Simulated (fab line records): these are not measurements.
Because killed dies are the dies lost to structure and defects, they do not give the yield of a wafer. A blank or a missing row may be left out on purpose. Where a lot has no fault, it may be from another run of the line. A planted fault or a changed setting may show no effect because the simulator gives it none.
A lot that was struck, set against a sound lot	flow gf180mcu	13 steps out of a route of 602
Sound: these wafers, L330.2, L330.4, L330.6. Wafers struck: L333.2, L333.4, L333.5. Last of all comes the cause.
At each step with rows: each side's tool, then ch and its chambers, then its first start. Under that, the readings that differ: sound wafers	struck wafers	difference of the means	sigmas: that difference in standard deviations of wafers without a fault.
alike: readings with means less than 2 such deviations apart, plus words and numbers identical on both sides. not compared: withheld readings, readings lacking a value on some wafer, bounds such as >300 that could conceal the same value, and numbers that have no deviation in the record and whose values overlap.
Wherever a step has rows on one side only, a row that says differs or no value, or a row with sigmas, the two part there. Numbers that don't overlap but have no deviation are shown without sigmas and don't part them. Lack of a reading on every wafer of one side parts them only where that side has two or more wafers.

GF_V2_CD_MEAS_14 targets a cd of 260 nm.
  sound: cdSem-01 at day 25 03:19; struck: cdSem-02 at day 25 22:47
  alike: cdNm
GF_V2_OVL_MEAS_15:
  sound: overlay-01 at day 25 03:25; struck: overlay-01 at day 25 22:53
reading	sound	struck	difference	sigmas
V2_OVL (nm)	-10 -5 -15	0 1 -1	+10	+2
GF_V2_ETCH_16: etches BARC in N2/H2.
  sound on rieDiel-01 ch 0,2, day 25 03:26; struck on rieDiel-04 ch 0,2,3, day 25 22:55
  alike: chamberPressureMTorr, drypumpMotorCurrentA, oesProductAu, throttleValvePct
GF_V2_ETCH_17: etches SiO2 in C4F8/O2/Ar, stops on TiN, target depth 630 nm.
  sound: rieDiel-01 ch 0,2; struck: rieDiel-04 ch 0,2,3
  alike: chamberPressureMTorr, oesProductAu
then, 3 steps without rows for these wafers: GF_V2_STRIP_18 (strips in O2/N2); GF_V2_STRIP_19 (strips in post etch residue remover, time 1200 s); GF_V2_CLEAN_20 (cleans in DIW).
GF_V2_SPUTTER_21: material Ti, target thk 15 nm, time 80.02 s.
  sound: pvdSputter-03 at day 25 04:08; struck: pvdSputter-02 at day 25 23:36
  alike: substrateTempC, throttleValvePct
GF_V2_SPUTTER_22: material TiN, target thk 10 nm, time 40 s.
  sound: pvdSputter-03 at day 25 04:12; struck: pvdSputter-02 at day 25 23:40
  alike: throttleValvePct
GF_V2_CVD_23: deposits W, target thk 350 nm, time 104.94 s.
  sound on cvdW-01 ch 0, day 25 04:14; struck on cvdW-01 ch 0, day 25 23:42
  alike: heaterPowerW
GF_V2_RS_MEAS_24: a four-point-probe measurement.
  sound: filmMetro-04 at day 25 04:22; struck: filmMetro-01 at day 25 23:50
  alike: V2_W_RS
GF_V2_THK_MEAS_25: measures by xrf.
  sound: filmMetro-04 at day 25 04:29; struck: filmMetro-01 at day 25 23:56
  alike: V2_W_THK
GF_V2_CMP_26: polishes, stops on SiO2, t overpolish 15 s, target thk 0 nm.
  sound on cmp-01 ch 1,2,3, day 25 05:40; struck on cmp-01 ch 0,2, day 25 23:59
reading	sound	struck	difference	sigmas
overpolishRunS (s)	14.999 15.005 15.000	0.043 0.040 0.045	-14.959	-99 or more
timeToEndpointS (s)	81 82 80	127 128 126	+46	+11
  alike: motorCurrentA

WHERE THEY PART
Last at GF_V2_CMP_26 as far as this record goes, first at GF_V2_OVL_MEAS_15.

WHY: whatever the simulator had introduced
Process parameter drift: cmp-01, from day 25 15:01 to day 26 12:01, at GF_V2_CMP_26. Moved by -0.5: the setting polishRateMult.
